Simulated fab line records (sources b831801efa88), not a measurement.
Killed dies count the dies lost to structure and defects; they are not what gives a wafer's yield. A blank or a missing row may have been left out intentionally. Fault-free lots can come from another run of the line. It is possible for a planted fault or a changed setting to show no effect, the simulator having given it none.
Which of the tools did it? / flow gf180mcu / 12 lots, 34 wafers sampled, at 2 steps of a route of 602

== WHAT THE GAUGES SHOWED, per wafer ==
GF_V2_BOW_MEAS_05. Usual: V2_BOW gives 99 um (standard deviation 8.3).
lot=L717; measured=day 19 15:44; on=filmMetro-04; V2_BOW (um)=98 83 87; flag=
lot=L718; measured=day 19 21:22; on=filmMetro-03; V2_BOW (um)=109 106 110; flag=
lot=L720; measured=day 20 21:44; on=filmMetro-04; V2_BOW (um)=99 97 95; flag=
lot=L726; measured=day 22 22:13; on=filmMetro-04; V2_BOW (um)=104 92; flag=
lot=L727; measured=day 23 08:20; on=filmMetro-04; V2_BOW (um)=113 93; flag=
lot=L729; measured=day 24 05:21; on=filmMetro-04; V2_BOW (um)=108 98 95; flag=
lot=L730; measured=day 24 12:10; on=filmMetro-04; V2_BOW (um)=104 89 96; flag=
lot=L734; measured=day 25 23:15; on=filmMetro-04; V2_BOW (um)=89 97 99; flag=
lot=L736; measured=day 26 06:09; on=filmMetro-04; V2_BOW (um)=91 99 100; flag=
lot=L737; measured=day 26 07:21; on=filmMetro-04; V2_BOW (um)=100 99 101; flag=
lot=L738; measured=day 26 23:53; on=filmMetro-04; V2_BOW (um)=95 109 100; flag=
lot=L739; measured=day 27 11:04; on=filmMetro-03; V2_BOW (um)=103 96 101; flag=

GF_V2_CD_MEAS_14: target cd 260 nm. Usual: cdNm at 259.9 nm, with a standard deviation of 1.2.
lot=L717; measured=day 20 15:50; on=cdSem-01; cdNm (nm)=259.7 259.7 258.9; flag=
lot=L718; measured=day 20 21:16; on=cdSem-02; cdNm (nm)=258.4 259.0 259.3; flag=
lot=L720; measured=day 21 20:58; on=cdSem-01; cdNm (nm)=261.5 261.5 260.7; flag=
lot=L726; measured=day 23 20:25; on=cdSem-01; cdNm (nm)=260.9 261.6; flag=
lot=L727; measured=day 24 06:29; on=cdSem-02; cdNm (nm)=259.3 259.7; flag=
lot=L729; measured=day 25 03:28; on=cdSem-01; cdNm (nm)=258.7 260.0 259.3; flag=
lot=L730; measured=day 25 08:57; on=cdSem-02; cdNm (nm)=262.4 262.5 261.2; flag=
lot=L734; measured=day 26 18:02; on=cdSem-02; cdNm (nm)=257.1 259.6 258.3; flag=
lot=L736; measured=day 27 01:58; on=cdSem-01; cdNm (nm)=259.4 260.7 260.8; flag=
lot=L737; measured=day 27 03:56; on=cdSem-02; cdNm (nm)=260.5 261.0 262.1; flag=
lot=L738; measured=day 27 19:45; on=cdSem-02; cdNm (nm)=261.1 260.9 261.4; flag=
lot=L739; measured=day 28 07:05; on=cdSem-02; cdNm (nm)=261.3 260.6 261.5; flag=

== WHAT TOOL EACH LOT RAN ON (gives the tool, then ch and the chambers of the sampled wafers, and finally the start) ==
There is no process step in the record ahead of these readings.

== AS READ BY THE TOOLS THEMSELVES (means over the sampled wafers that have a number; for cases with no such wafer, the mark the record gives instead) ==
The record holds no such reading with a usual standard deviation.

== THE ANSWER, worked out from the rows above alone ==
Rule: a lot counts as off when the mean over its wafers that have a number is more than 3 standard deviations away from the usual mean. A lot without any number at a reading at which 4 lots or more have one is off too. Any other lot the step has rows for is counted as sound. Order of review: gauges by route order, followed by the tools' own readings, for which a lot's mean as printed above is used. The first step at which some lot is off is used, and at that step the reading that is off furthest; a lot without a number counts as furthest.
Nothing can be told from this: no lot is off at any reading shown.

== WHAT THE SIMULATOR HAD INSERTED ==
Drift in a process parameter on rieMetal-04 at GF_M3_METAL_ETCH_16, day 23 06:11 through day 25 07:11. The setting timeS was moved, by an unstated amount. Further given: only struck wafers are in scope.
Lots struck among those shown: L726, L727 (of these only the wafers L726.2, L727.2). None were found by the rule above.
